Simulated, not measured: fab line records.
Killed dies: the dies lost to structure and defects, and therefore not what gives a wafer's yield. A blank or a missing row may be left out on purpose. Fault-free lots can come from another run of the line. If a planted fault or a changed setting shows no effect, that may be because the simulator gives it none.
Chamber matching + flow gf180mcu + GF_V5_CMP_26 on cmp-01 has 4 sister chambers
The step polishes, stops on SiO2, t overpolish 15 s, target thk 0 nm. 14 wafers are shown with their chamber, then 7 later ones without.

## WAFERS, EACH WITH ITS CHAMBER
| wafer  | chamber | motor-current-A (A) | retaining-ring-pressure-frac | head-pressure-psi (psi) |
|--------|---------|---------------------|------------------------------|-------------------------|
| L169.1 | 0       | 10.7                | 0.995                        | 3.499                   |
| L169.4 | 1       | 11.2                | 0.995                        | 3.489                   |
| L169.5 | 2       | 10.8                | 0.991                        | 3.503                   |
| L170.3 | 0       | 10.8                | 1.001                        | 3.504                   |
| L170.4 | 3       | 10.6                | 0.997                        | 3.510                   |
| L170.5 | 2       | 10.4                | 0.996                        | 3.488                   |
| L180.2 | 3       | 9.8                 | 0.993                        | 3.501                   |
| L180.3 | 0       | 11.2                | 1.002                        | 3.501                   |
| L180.6 | 2       | 10.4                | 1.004                        | 3.509                   |
| L181.1 | 0       | 10.8                | 1.001                        | 3.505                   |
| L181.2 | 2       | 10.6                | 0.990                        | 3.507                   |
| L181.6 | 0       | 11.3                | 1.000                        | 3.502                   |
| L182.3 | 1       | 11.5                | 0.995                        | 3.503                   |
| L182.5 | 0       | 10.7                | 0.998                        | 3.509                   |

SIGNATURES, as means of the wafers listed above
| reading                      | chamber 0 | chamber 1 | chamber 2 | chamber 3 | scatter within a chamber |
|------------------------------|-----------|-----------|-----------|-----------|--------------------------|
| motor-current-A              | 10.917    | 11.350    | 10.550    | 10.200    | 0.287                    |
| retaining-ring-pressure-frac | 0.99950   | 0.99500   | 0.99525   | 0.99500   | 0.00405                  |
| head-pressure-psi            | 3.50333   | 3.49600   | 3.50175   | 3.50550   | 0.00686                  |
Rule: a wafer's distance from a chamber is the root of the sum, over the readings, of the square of ((its reading less the chamber's mean) divided by the reading's scatter). The wafer belongs to the nearest chamber; if the next one is less than 2 further off, it can't be placed. The scatter: the root of (the sum of the squares of (reading less its chamber's mean) over the shown wafers, divided by (wafers less chambers)).

## WAFERS WHOSE CHAMBER IS MISSING
| wafer  | motor-current-A (A) | retaining-ring-pressure-frac | head-pressure-psi (psi) |
|--------|---------------------|------------------------------|-------------------------|
| L182.6 | 9.5                 | 0.997                        | 3.506                   |
| L184.1 | 9.5                 | 1.003                        | 3.494                   |
| L184.5 | 10.2                | 1.001                        | 3.498                   |
| L184.6 | 10.3                | 1.006                        | 3.510                   |
| L186.2 | 10.3                | 0.997                        | 3.501                   |
| L186.4 | 11.1                | 1.001                        | 3.492                   |
| L186.5 | 11.2                | 1.002                        | 3.502                   |

## CHAMBER TAKEN BY EACH
| wafer  | from the rows above          | in truth |
|--------|------------------------------|----------|
| L182.6 | can't be placed: 3 or 2      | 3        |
| L184.1 | can't be placed: 3 or 2 or 0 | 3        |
| L184.5 | can't be placed: 3 or 2 or 0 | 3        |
| L184.6 | can't be placed: 3 or 0 or 2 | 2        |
| L186.2 | can't be placed: 3 or 2 or 0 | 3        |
| L186.4 | can't be placed: 0 or 1 or 2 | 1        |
| L186.5 | can't be placed: 0 or 1 or 2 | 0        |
Placed correctly: 0 of 7. These rows do not allow placing 7 (true chamber among the candidates in 7). Number placed wrongly: 0.
